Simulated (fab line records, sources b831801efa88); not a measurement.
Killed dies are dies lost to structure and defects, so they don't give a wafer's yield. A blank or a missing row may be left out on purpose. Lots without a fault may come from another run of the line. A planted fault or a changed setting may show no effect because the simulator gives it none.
Which tool did it? | flow gf180mcu | 6 lots, 18 wafers sampled, at 3 steps of a route of 602

WHAT THE GAUGES READ, wafer by wafer
GF_PSD_RS_MEAS_14: measures by four-point-probe.
lot  | measured     | on            | NSD_RS (ohm/sq)
L445 | day 15 05:05 | film_metro-04 | 46.12 46.12 46.16
L448 | day 15 23:24 | film_metro-02 | 46.01 45.95 46.04
L451 | day 17 07:55 | film_metro-04 | 46.21 46.08 46.13
L453 | day 17 19:04 | film_metro-02 | 46.13 46.36 46.20
L462 | day 21 08:40 | film_metro-03 | 43.94 44.03 43.99
L463 | day 21 17:00 | film_metro-03 | 43.95 44.06 43.97

WHICH TOOL RAN EACH LOT (tool, then ch and the chambers of the sampled wafers, then the start)
lot  | GF_HV_LDD_STRIP_37                   | GF_PSD_RTA_13
L445 | plasma_asher-01 ch 1, day 12 10:28   | rtp_anneal-01 ch 0, day 15 04:59
L448 | plasma_asher-03 ch 0,1, day 13 04:20 | rtp_anneal-01 ch 0, day 15 23:18
L451 | plasma_asher-03 ch 0,1, day 14 08:48 | rtp_anneal-02 ch 0, day 17 07:50
L453 | plasma_asher-02 ch 0, day 14 20:52   | rtp_anneal-02 ch 0, day 17 18:59
L462 | plasma_asher-03 ch 0,1, day 18 03:28 | rtp_anneal-02 ch 0, day 21 08:34
L463 | plasma_asher-01 ch 0,1, day 18 11:55 | rtp_anneal-02 ch 0, day 21 16:55
- GF_HV_LDD_STRIP_37: strips in O2/N2.
- GF_PSD_RTA_13: time 20 s.

THE ANSWER, worked out from the rows above alone
Rule: what is usual is taken from the lots themselves. Put in order of their means at a reading, lots are off if they are a third of the lots or fewer, leave a main group of 4 or more, and stand apart from it by a gap of 3 or more times the standard deviation of the main group's means; of several such gaps the widest counts. A main group whose means are all the same, to the digits that the tables above print for the reading, isn't used. A lot without any number at a reading at which 4 lots or more have one is off too. The other lots that the step has rows for count as sound.
Off: L462, L463, at GF_PSD_RS_MEAS_14 (NSD_RS). The main group: mean 46.13 ohm/sq, standard deviation 0.082.
A tool fits if, at a process step before that reading, it ran every lot that is off, and no sound lot after the first of them. The gauges at GF_PSD_RS_MEAS_14 are tried like those tools. Can't be told from this: 2 tools fit, rtp_anneal-02 at GF_PSD_RTA_13, film_metro-03 at GF_PSD_RS_MEAS_14.

WHAT THE SIMULATOR HAD PUT IN
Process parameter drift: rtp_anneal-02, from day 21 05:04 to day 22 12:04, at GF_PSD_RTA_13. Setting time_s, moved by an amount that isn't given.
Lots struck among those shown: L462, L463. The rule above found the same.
